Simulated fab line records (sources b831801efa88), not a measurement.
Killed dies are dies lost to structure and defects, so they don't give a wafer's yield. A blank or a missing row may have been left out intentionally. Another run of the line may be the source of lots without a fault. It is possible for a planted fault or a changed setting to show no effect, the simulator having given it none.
What tool caused it? ; flow gf180mcu ; 30 wafers from 10 lots sampled at 4 of the route's 602 steps

WHAT THE GAUGES SHOWED, per wafer
GF_M3_THK_MEAS_06: measures by xrf.
lot;measured;on;M3_ALCU_THK (nm)
L210;day 20 05:58;film metro-04;453 442 452
L213;day 21 13:41;film metro-04;447 443 447
L215;day 22 05:16;film metro-01;451 449 449
L216;day 23 00:55;film metro-04;452 441 460
L217;day 23 01:23;film metro-01;451 443 457
L218;day 23 07:18;film metro-01;446 450 445
L220;day 24 06:55;film metro-01;450 440 448
L222;day 25 01:00;film metro-03;424 422 442 422 422 442
L223;day 25 00:00;film metro-01;448 444 459
L232;day 27 18:13;film metro-04;440 441 438

WHICH TOOL RAN EACH LOT (tool, then ch and the chambers of the sampled wafers, then the start)
lot;GF_V2_STRIP_18;GF_M3_SPUTTER_02;GF_M3_SPUTTER_04
L210;plasma asher-03 ch 0,1, day 20 04:24;pvd sputter-02, day 20 05:46;pvd sputter-02, day 20 05:49
L213;plasma asher-01 ch 0,1, day 21 11:46;pvd sputter-01, day 21 13:29;pvd sputter-01, day 21 13:32
L215;plasma asher-03 ch 0,1, day 22 03:40;pvd sputter-01, day 22 05:03;pvd sputter-01, day 22 05:06
L216;plasma asher-02 ch 0,1, day 22 23:18;pvd sputter-03, day 23 00:41;pvd sputter-03, day 23 00:44
L217;plasma asher-03 ch 0, day 22 23:47;pvd sputter-02, day 23 01:11;pvd sputter-02, day 23 01:14
L218;plasma asher-03 ch 0,1, day 23 05:44;pvd sputter-01, day 23 07:05;pvd sputter-01, day 23 07:08
L220;plasma asher-01 ch 0,1, day 24 04:21;pvd sputter-03, day 24 06:41;pvd sputter-03, day 24 06:44
L222;plasma asher-03 ch 0,1, day 24 19:19;pvd sputter-03, day 24 20:45;pvd sputter-03, day 24 20:48
L223;plasma asher-02 ch 0,1, day 24 22:15;pvd sputter-02, day 24 23:43;pvd sputter-02, day 24 23:46
L232;plasma asher-03 ch 0,1, day 27 16:21;pvd sputter-01, day 27 18:01;pvd sputter-01, day 27 18:04
- GF_V2_STRIP_18: strips in O2/N2.
- GF_M3_SPUTTER_02: material AlCu, target thk 450 nm, time 23.9 s.
- GF_M3_SPUTTER_04: material TiN, target thk 50 nm, time 41.7 s.

THE ANSWER, worked out from the rows above alone
Rule: the lots themselves supply what counts as usual. Put in order of their means at a reading, lots are off if they are a third of the lots or fewer, leave a main group of 4 or more, and stand apart from it by a gap of 3 or more times the standard deviation of the main group's means; of several such gaps the widest counts. A main group is skipped when, at the precision printed for the reading in the tables above, its means are all equal. A lot without any number at a reading at which 4 lots or more have one is off too. The other lots that the step has rows for count as sound.
Off: L222, at GF_M3_THK_MEAS_06 (M3_ALCU_THK). The main group: mean 448 nm, standard deviation 3.4.
If a tool, at a process step before that reading, ran all the lots that are off and no sound lot after the first of them, it fits. Those tools and the gauges at GF_M3_THK_MEAS_06 are tried in the same way. This does not decide it: 2 tools fit, namely pvd sputter-03 at GF_M3_SPUTTER_02 and GF_M3_SPUTTER_04 and film metro-03 at GF_M3_THK_MEAS_06.

WHAT THE SIMULATOR HAD PUT IN
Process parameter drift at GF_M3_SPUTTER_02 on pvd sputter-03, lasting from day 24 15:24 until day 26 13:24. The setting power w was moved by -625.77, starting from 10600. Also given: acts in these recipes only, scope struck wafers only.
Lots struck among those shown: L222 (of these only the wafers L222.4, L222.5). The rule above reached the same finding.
